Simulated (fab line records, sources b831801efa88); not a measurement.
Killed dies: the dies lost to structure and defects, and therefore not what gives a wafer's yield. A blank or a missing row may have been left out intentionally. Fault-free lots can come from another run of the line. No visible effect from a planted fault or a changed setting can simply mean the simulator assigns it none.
fab line records | flow gf180mcu
record: lots: 12 | wafers: 36 | last_day: 34
route steps=602 shown MVSD@73 MVPSD@86 V1@351
lots untouched by any fault: they come from a run of this same line in which no faults occurred
start_h: the number of hours between the record's first day and the start of the first shown wafer of the lot | wait_h: hours from the lot's prior step to this one | " the same as in the row above | L1.1+2: several wafers, shown together as one row | - no value, or no start was given | * or withheld: withheld | < > ~ a bound
route shown NAME@n: names a module that has steps shown in the file, with the first one's number in the route | usual: mean and standard deviation over wafers with no fault | same: alike in all rows | chamber/n: place in a boat | sites: per-site readings | _std_site: standard deviation of those values | _edge_site: mean of outer sites minus mean of inner sites | radius_mm: for every site, how far away it sits from the centre of the wafer | mask NAME#n: copy n | behind: the tool/chamber that last shaped the wafer | hold: what put the lot on hold/how long, in hours/how the hold closed | device: names the non-switching transistor (n, p or np) | end of line: at the end of the route, the tests of the same wafers | where a step has no rows: the recipe by itself | killed: dies lost to structure and defects at the first sort, not the wafer's yield | map: a wafer's dies, x killed, . not, _ none there
set.NAME: the setting the step ran with; set.NAME@STEP: the setting that earlier step ran with | model.NAME: the simulator's own value behind a step, which no gauge read
one table for each step of the route and one row for each wafer, over a sample of lots
services: the hour from which a tool's chamber was out of use, counted from the record's first day as start_h (under 0 if before that day), plus the number of hours and why
== steps ==
step: GF_MVSD_OVL_MEAS_07
usual: MVSD_OVL: -0.3/1.3
lot.wafer | tool       | chamber | start_h | wait_h | MVSD_OVL[nm]
L744.1    | overlay-01 | -       | 87.72   | -      | -1.7
L744.3    | "          | -       | "       | "      | -0.8
L744.5    | "          | -       | "       | "      | -1.9
L745.1    | overlay-02 | -       | 95.72   | -      | 0.7
L745.3    | "          | -       | "       | "      | -1.4
L745.4    | "          | -       | "       | "      | -2.8
L746.1    | overlay-02 | -       | 98.53   | -      | -1.2
L746.2    | "          | -       | "       | "      | -1.2
L746.4    | "          | -       | "       | "      | 0.3
L747.3    | overlay-01 | -       | 104.99  | -      | 1.7
L747.4    | "          | -       | "       | "      | 0.3
L747.5    | "          | -       | "       | "      | 1.0
L750.2    | overlay-01 | -       | 121.66  | -      | -0.4
L750.4    | "          | -       | "       | "      | 0.1
L750.5    | "          | -       | "       | "      | 0.1
L752.1    | overlay-02 | -       | 133.01  | -      | -1.0
L752.3    | "          | -       | "       | "      | 0.8
L752.6    | "          | -       | "       | "      | 0.6
L753.2    | overlay-02 | -       | 142.42  | -      | -1.7
L753.5    | "          | -       | "       | "      | -1.3
L753.6    | "          | -       | "       | "      | -1.1
L761.1    | overlay-02 | -       | 189.21  | -      | 1.3
L761.3    | "          | -       | "       | "      | 1.1
L761.6    | "          | -       | "       | "      | 1.5
L762.1    | overlay-01 | -       | 194.61  | -      | 3.2
L762.2    | "          | -       | "       | "      | 1.7
L762.4    | "          | -       | "       | "      | 1.2
L764.1    | overlay-02 | -       | 204.56  | -      | -2.6
L764.3    | "          | -       | "       | "      | -1.9
L764.6    | "          | -       | "       | "      | -2.7
L765.1    | overlay-01 | -       | 211.08  | -      | -0.7
L765.2    | "          | -       | "       | "      | -0.7
L765.3    | "          | -       | "       | "      | -0.6
L766.4    | overlay-02 | -       | 217.48  | -      | 0.1
L766.5    | "          | -       | "       | "      | -0.8
L766.6    | "          | -       | "       | "      | -1.1
step: GF_MVPSD_IMPLANT_08
recipe: species: B | energy_kev: 170 | dose_cm2: 1.5e+13 | tilt_deg: 0
usual: beam_energy_keV: 170.00/0.053 | dose_ions_cm2: 1.4998e+13/1.4e+10 | faraday_current_uA: 84.6/1.7
lot.wafer | tool         | chamber | start_h | wait_h | beam_energy_keV | dose_ions_cm2 | faraday_current_uA
L744.1    | implanter-04 | 0       | 102.12  | 0.0    | 170.01          | 1.5012e+13    | 84.7
L744.3    | "            | 0       | "       | "      | 170.03          | 1.5e+13       | 85.7
L744.5    | "            | 0       | "       | "      | 170.02          | 1.4988e+13    | 85.2
L745.1    | implanter-01 | 0       | 109.84  | 0.0    | 169.99          | 1.4989e+13    | 87.6
L745.3    | "            | 0       | "       | "      | 170.05          | 1.4991e+13    | 83.1
L745.4    | "            | 0       | "       | "      | 170.04          | 1.5008e+13    | 85.3
L746.1    | implanter-01 | 0       | 112.92  | 0.0    | 170.10          | 1.5001e+13    | 87.6
L746.2    | "            | 0       | "       | "      | 170.05          | 1.4993e+13    | 83.5
L746.4    | "            | 0       | "       | "      | 170.03          | 1.5e+13       | 86.9
L747.3    | implanter-04 | 0       | 119.64  | 0.1    | 169.97          | 1.5e+13       | 88.1
L747.4    | "            | 0       | "       | "      | 170.01          | 1.502e+13     | 82.8
L747.5    | "            | 0       | "       | "      | 170.00          | 1.5003e+13    | 84.4
L750.2    | implanter-03 | 0       | 136.42  | 0.0    | 169.94          | 1.4991e+13    | 82.5
L750.4    | "            | 0       | "       | "      | 170.01          | 1.5011e+13    | 83.1
L750.5    | "            | 0       | "       | "      | 170.03          | 1.5014e+13    | 86.7
L752.1    | implanter-03 | 0       | 149.19  | 0.0    | 170.03          | 1.4979e+13    | 84.4
L752.3    | "            | 0       | "       | "      | 170.03          | 1.5011e+13    | 85.5
L752.6    | "            | 0       | "       | "      | 170.00          | 1.4984e+13    | 84.3
L753.2    | implanter-03 | 0       | 158.49  | 0.0    | 169.90          | 1.5004e+13    | 82.4
L753.5    | "            | 0       | "       | "      | 169.90          | 1.5001e+13    | 85.9
L753.6    | "            | 0       | "       | "      | 169.98          | 1.4987e+13    | 84.7
L761.1    | implanter-03 | 0       | 206.24  | 0.0    | 170.05          | 1.2957e+13    | 71.7
L761.3    | "            | 0       | "       | "      | 169.96          | 1.2948e+13    | 73.7
L761.6    | "            | 0       | "       | "      | 170.05          | 1.2965e+13    | 73.8
L762.1    | implanter-03 | 0       | 211.84  | 0.0    | 170.07          | 1.2936e+13    | 74.4
L762.2    | "            | 0       | "       | "      | 170.07          | 1.2953e+13    | 74.1
L762.4    | "            | 0       | "       | "      | 169.95          | 1.2938e+13    | 69.9
L764.1    | implanter-04 | 0       | 222.19  | 0.0    | 170.01          | 1.5007e+13    | 84.0
L764.3    | "            | 0       | "       | "      | 169.98          | 1.4999e+13    | 87.0
L764.6    | "            | 0       | "       | "      | 170.01          | 1.503e+13     | 84.9
L765.1    | implanter-01 | 0       | 229.11  | 0.0    | 169.90          | 1.4992e+13    | 85.6
L765.2    | "            | 0       | "       | "      | 169.96          | 1.5009e+13    | 83.9
L765.3    | "            | 0       | "       | "      | 169.95          | 1.4997e+13    | 82.3
L766.4    | implanter-01 | 0       | 235.19  | 0.1    | 169.95          | 1.4976e+13    | 85.6
L766.5    | "            | 0       | "       | "      | 169.99          | 1.4989e+13    | 85.4
L766.6    | "            | 0       | "       | "      | 169.98          | 1.4989e+13    | 86.1
step: GF_MVPSD_TW_MEAS_11
usual: MVPSD_TW: 549/5
lot.wafer | tool          | chamber | start_h | wait_h | MVPSD_TW
L744.1    | film_metro-01 | -       | 102.52  | 0.1    | 545
L744.3    | "             | -       | "       | "      | 549
L744.5    | "             | -       | "       | "      | 551
L745.1    | film_metro-03 | -       | 110.27  | 0.1    | 541
L745.3    | "             | -       | "       | "      | 543
L745.4    | "             | -       | "       | "      | 542
L746.1    | film_metro-01 | -       | 113.35  | 0.1    | 547
L746.2    | "             | -       | "       | "      | 546
L746.4    | "             | -       | "       | "      | 547
L747.3    | film_metro-02 | -       | 120.01  | 0.1    | 552
L747.4    | "             | -       | "       | "      | 554
L747.5    | "             | -       | "       | "      | 553
L750.2    | film_metro-01 | -       | 136.80  | 0.1    | 554
L750.4    | "             | -       | "       | "      | 553
L750.5    | "             | -       | "       | "      | 555
L752.1    | film_metro-03 | -       | 149.59  | 0.1    | 541
L752.3    | "             | -       | "       | "      | 545
L752.6    | "             | -       | "       | "      | 540
L753.2    | film_metro-01 | -       | 158.87  | 0.1    | 551
L753.5    | "             | -       | "       | "      | 550
L753.6    | "             | -       | "       | "      | 551
L761.1    | film_metro-02 | -       | 206.64  | 0.1    | 531
L761.3    | "             | -       | "       | "      | 534
L761.6    | "             | -       | "       | "      | 535
L762.1    | film_metro-03 | -       | 212.24  | 0.1    | 520
L762.2    | "             | -       | "       | "      | 523
L762.4    | "             | -       | "       | "      | 522
L764.1    | film_metro-01 | -       | 222.59  | 0.1    | 556
L764.3    | "             | -       | "       | "      | 557
L764.6    | "             | -       | "       | "      | 555
L765.1    | film_metro-01 | -       | 229.51  | 0.1    | 556
L765.2    | "             | -       | "       | "      | 553
L765.3    | "             | -       | "       | "      | 555
L766.4    | film_metro-03 | -       | 235.54  | 0.1    | 541
L766.5    | "             | -       | "       | "      | 542
L766.6    | "             | -       | "       | "      | 542
step: GF_VT_IMPLANT_RS_MEAS_49
recipe: thk_meas_gauge: four-point-probe
usual: MVPSD_RS: 1169/3
lot.wafer | tool          | chamber | start_h | wait_h | MVPSD_RS[ohm/sq]
L744.1    | film_metro-02 | -       | 163.37  | 0.1    | 1169
L744.3    | "             | -       | "       | "      | 1170
L744.5    | "             | -       | "       | "      | 1171
L745.1    | film_metro-01 | -       | 172.26  | 0.1    | 1169
L745.3    | "             | -       | "       | "      | 1170
L745.4    | "             | -       | "       | "      | 1168
L746.1    | film_metro-03 | -       | 177.36  | 0.1    | 1168
L746.2    | "             | -       | "       | "      | 1170
L746.4    | "             | -       | "       | "      | 1170
L747.3    | film_metro-01 | -       | 185.50  | 0.1    | 1176
L747.4    | "             | -       | "       | "      | 1172
L747.5    | "             | -       | "       | "      | 1175
L750.2    | film_metro-02 | -       | 204.14  | 0.1    | 1167
L750.4    | "             | -       | "       | "      | 1166
L750.5    | "             | -       | "       | "      | 1166
L752.1    | film_metro-03 | -       | 216.73  | 0.1    | 1169
L752.3    | "             | -       | "       | "      | 1167
L752.6    | "             | -       | "       | "      | 1170
L753.2    | film_metro-02 | -       | 228.33  | 0.1    | 1169
L753.5    | "             | -       | "       | "      | 1175
L753.6    | "             | -       | "       | "      | 1174
L761.1    | film_metro-02 | -       | 281.63  | 0.1    | 1254
L761.3    | "             | -       | "       | "      | 1255
L761.6    | "             | -       | "       | "      | 1252
L762.1    | film_metro-03 | -       | 288.06  | 0.1    | 1256
L762.2    | "             | -       | "       | "      | 1260
L762.4    | "             | -       | "       | "      | 1262
L764.1    | film_metro-03 | -       | 298.61  | 0.1    | 1168
L764.3    | "             | -       | "       | "      | 1165
L764.6    | "             | -       | "       | "      | 1170
L765.1    | film_metro-02 | -       | 308.61  | 0.1    | 1169
L765.2    | "             | -       | "       | "      | 1169
L765.3    | "             | -       | "       | "      | 1165
L766.4    | film_metro-02 | -       | 313.72  | 0.1    | 1168
L766.5    | "             | -       | "       | "      | 1166
L766.6    | "             | -       | "       | "      | 1169
step: GF_V1_ETCH_16
recipe: chemistry: N2/H2 | target_depth_a: withheld | overetch_a: withheld | time_s: withheld | target: BARC | ion_energy_ev: 200 | source_w: 500 | bias_w: 100 | pressure_mtorr: 30 | n2_flow_sccm: 100 | h2_flow_sccm: 200
usual: drypump_motor_current_A: 5.9/0.42 | oes_product_au: 0.855/0.0046 | throttle_valve_pct: 13.223/0.0084
lot.wafer | tool        | chamber | start_h | wait_h | drypump_motor_current_A | oes_product_au | throttle_valve_pct
L744.1    | rie_diel-03 | 0       | 416.30  | 0.0    | 5.3                     | 0.846          | 13.206
L744.3    | "           | 1       | "       | "      | 6.3                     | 0.845          | 13.229
L744.5    | "           | 0       | "       | "      | 5.3                     | 0.846          | 13.248
L745.1    | rie_diel-04 | 0       | 433.10  | 0.0    | 6.1                     | 0.849          | 13.233
L745.3    | "           | 2       | "       | "      | 6.0                     | 0.862          | 13.228
L745.4    | "           | 1       | "       | "      | 5.4                     | 0.852          | 13.209
L746.1    | rie_diel-04 | 3       | 438.93  | 0.0    | 5.2                     | 0.864          | 13.214
L746.2    | "           | 1       | "       | "      | 5.3                     | 0.855          | 13.221
L746.4    | "           | 3       | "       | "      | 5.2                     | 0.855          | 13.234
L747.3    | rie_diel-03 | 2       | 447.27  | 0.0    | 5.8                     | 0.852          | 13.213
L747.4    | "           | 0       | "       | "      | 5.3                     | 0.851          | 13.216
L747.5    | "           | 3       | "       | "      | 6.1                     | 0.861          | 13.222
L750.2    | rie_diel-03 | 3       | 479.51  | 0.0    | 6.1                     | 0.853          | 13.240
L750.4    | "           | 0       | "       | "      | 5.3                     | 0.848          | 13.224
L750.5    | "           | 3       | "       | "      | 6.1                     | 0.856          | 13.218
L752.1    | rie_diel-01 | 3       | 488.83  | 0.0    | 6.5                     | 0.859          | 13.221
L752.3    | "           | 2       | "       | "      | 5.9                     | 0.857          | 13.226
L752.6    | "           | 0       | "       | "      | 5.6                     | 0.850          | 13.221
L753.2    | rie_diel-04 | 1       | 505.81  | 0.0    | 5.3                     | 0.855          | 13.233
L753.5    | "           | 0       | "       | "      | 6.2                     | 0.856          | 13.219
L753.6    | "           | 1       | "       | "      | 5.3                     | 0.852          | 13.218
L761.1    | rie_diel-03 | 2       | 576.36  | 0.0    | 5.8                     | 0.851          | 13.227
L761.3    | "           | 1       | "       | "      | 6.3                     | 0.852          | 13.213
L761.6    | "           | 1       | "       | "      | 6.3                     | 0.853          | 13.226
L762.1    | rie_diel-04 | 1       | 580.66  | 0.0    | 5.3                     | 0.854          | 13.226
L762.2    | "           | 0       | "       | "      | 6.1                     | 0.856          | 13.219
L762.4    | "           | 2       | "       | "      | 6.0                     | 0.858          | 13.221
L764.1    | rie_diel-03 | 3       | 587.55  | 0.0    | 6.1                     | 0.852          | 13.229
L764.3    | "           | 2       | "       | "      | 5.8                     | 0.858          | 13.228
L764.6    | "           | 3       | "       | "      | 6.1                     | 0.851          | 13.223
L765.1    | rie_diel-01 | 1       | 599.28  | 0.0    | 6.5                     | 0.864          | 13.226
L765.2    | "           | 3       | "       | "      | 6.5                     | 0.856          | 13.230
L765.3    | "           | 2       | "       | "      | 5.9                     | 0.860          | 13.230
L766.4    | rie_diel-01 | 0       | 605.61  | 0.0    | 5.6                     | 0.864          | 13.231
L766.5    | "           | 2       | "       | "      | 5.8                     | 0.860          | 13.217
L766.6    | "           | 3       | "       | "      | 6.5                     | 0.857          | 13.214
step: GF_V1_SPUTTER_21
recipe: material: Ti | target_thk_nm: 15 | chamber_pressure_pa: 5 | power_w: 2500 | substrate_temp_c: 200 | time_s: 80.02
usual: cathode_dc_power_W: 2500.0/0.48 | throttle_valve_pct: 30.4/0.48
lot.wafer | tool           | chamber | start_h | wait_h | cathode_dc_power_W | throttle_valve_pct
L744.1    | pvd_sputter-04 | -       | 416.97  | 0.0    | 2500.2             | 30.0
L744.3    | "              | -       | "       | "      | 2500.2             | 30.4
L744.5    | "              | -       | "       | "      | 2499.4             | 30.1
L745.1    | pvd_sputter-02 | -       | 433.80  | 0.0    | 2500.9             | 31.1
L745.3    | "              | -       | "       | "      | 2500.1             | 30.4
L745.4    | "              | -       | "       | "      | 2500.3             | 29.7
L746.1    | pvd_sputter-04 | -       | 439.62  | 0.0    | 2499.0             | 30.6
L746.2    | "              | -       | "       | "      | 2500.4             | 30.2
L746.4    | "              | -       | "       | "      | 2499.0             | 30.4
L747.3    | pvd_sputter-01 | -       | 447.93  | 0.0    | 2500.0             | 30.6
L747.4    | "              | -       | "       | "      | 2499.7             | 29.5
L747.5    | "              | -       | "       | "      | 2499.3             | 30.9
L750.2    | pvd_sputter-02 | -       | 480.17  | 0.0    | 2500.7             | 31.4
L750.4    | "              | -       | "       | "      | 2500.1             | 29.9
L750.5    | "              | -       | "       | "      | 2500.2             | 29.6
L752.1    | pvd_sputter-04 | -       | 489.52  | 0.0    | 2500.1             | 30.3
L752.3    | "              | -       | "       | "      | 2499.9             | 30.3
L752.6    | "              | -       | "       | "      | 2499.6             | 30.5
L753.2    | pvd_sputter-02 | -       | 506.48  | 0.0    | 2501.4             | 29.8
L753.5    | "              | -       | "       | "      | 2499.7             | 30.0
L753.6    | "              | -       | "       | "      | 2499.9             | 29.7
L761.1    | pvd_sputter-01 | -       | 577.13  | 0.0    | 2500.5             | 29.8
L761.3    | "              | -       | "       | "      | 2499.8             | 30.8
L761.6    | "              | -       | "       | "      | 2500.0             | 31.0
L762.1    | pvd_sputter-04 | -       | 581.36  | 0.0    | 2499.8             | 31.0
L762.2    | "              | -       | "       | "      | 2500.5             | 30.5
L762.4    | "              | -       | "       | "      | 2499.7             | 30.0
L764.1    | pvd_sputter-04 | -       | 588.22  | 0.0    | 2499.7             | 30.0
L764.3    | "              | -       | "       | "      | 2499.7             | 30.3
L764.6    | "              | -       | "       | "      | 2500.5             | 30.5
L765.1    | pvd_sputter-04 | -       | 599.95  | 0.0    | 2500.0             | 30.9
L765.2    | "              | -       | "       | "      | 2499.6             | 30.7
L765.3    | "              | -       | "       | "      | 2499.7             | 30.1
L766.4    | pvd_sputter-04 | -       | 606.28  | 0.0    | 2499.7             | 30.2
L766.5    | "              | -       | "       | "      | 2499.4             | 29.8
L766.6    | "              | -       | "       | "      | 2499.7             | 30.6
== services ==
tool           | chamber | start_h | hours | kind
pvd_sputter-04 | -       | 85.03   | 5.4   | repair
implanter-03   | -       | 89.57   | 1.8   | repair
implanter-03   | -       | 93.58   | 2.7   | repair
implanter-03   | -       | 98.49   | 5.2   | pm
rie_diel-03    | -       | 108.12  | 2.8   | pm
rie_diel-03    | 1       | 111.01  | 3.8   | repair
rie_diel-03    | -       | 112.94  | 0.1   | repair
implanter-01   | -       | 118.82  | 2.9   | repair
pvd_sputter-04 | -       | 170.32  | 3.4   | repair
rie_diel-03    | 1       | 204.13  | 18.1  | repair
pvd_sputter-04 | -       | 232.40  | 4.4   | repair
implanter-03   | -       | 296.40  | 2.9   | repair
implanter-03   | -       | 309.98  | 2.2   | repair
implanter-03   | -       | 353.01  | 2.6   | repair
pvd_sputter-04 | -       | 390.00  | 1.6   | repair
rie_diel-03    | -       | 390.75  | 14.6  | pm
implanter-03   | -       | 411.31  | 1.8   | repair
implanter-03   | -       | 419.26  | 3.2   | pm
pvd_sputter-04 | -       | 494.19  | 2.4   | repair
pvd_sputter-04 | -       | 535.28  | 2.6   | repair
implanter-03   | -       | 541.50  | 1.6   | repair
pvd_sputter-04 | -       | 569.34  | 0.9   | repair
implanter-03   | -       | 587.49  | 3.7   | pm
rie_diel-03    | 0       | 605.16  | 2.4   | repair
== key ==
first_sign: step: GF_MVPSD_IMPLANT_08 | reading: dose_ions_cm2 | direction: down | sigmas: 99+ | usual: 1.4998e+13 | struck: 1.295e+13
effect: step: GF_MVPSD_IMPLANT_08 | reading: faraday_current_uA | direction: down | sigmas: 6.8 | usual: 84.6 | struck: 72.9
effect: step: GF_MVPSD_TW_MEAS_11 | reading: MVPSD_TW | direction: down | sigmas: 4.4 | usual: 549 | struck: 527
effect: step: GF_VT_IMPLANT_RS_MEAS_49 | reading: MVPSD_RS | direction: up | sigmas: 29 | usual: 1169 | struck: 1256
met_at GF_MVPSD_IMPLANT_08
struck_lots L761,L762
tester_left_out L761,L762
not_acting_at GF_MVSD_OVL_MEAS_07,GF_V1_ETCH_16,GF_V1_SPUTTER_21
onset_between 158.49 206.24
fault: kind: process_parameter_drift | tool: implanter-03 | chamber: - | onset_h: 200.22 | steps: GF_MVPSD_IMPLANT_08 | channel: dose_cm2 | offset: -2.0533e+12 | shape: step | end_h: 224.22 | acts_in: these_recipes_only | stated: 1.5e+13
tester_left_out: of these lots the tester's yield and bins aren't shown, on N5 and GAA mostly nor the transistor test; their killed dies are dies lost to structure and defects alone, not to doping, threshold or leakage, so they don't give the yield
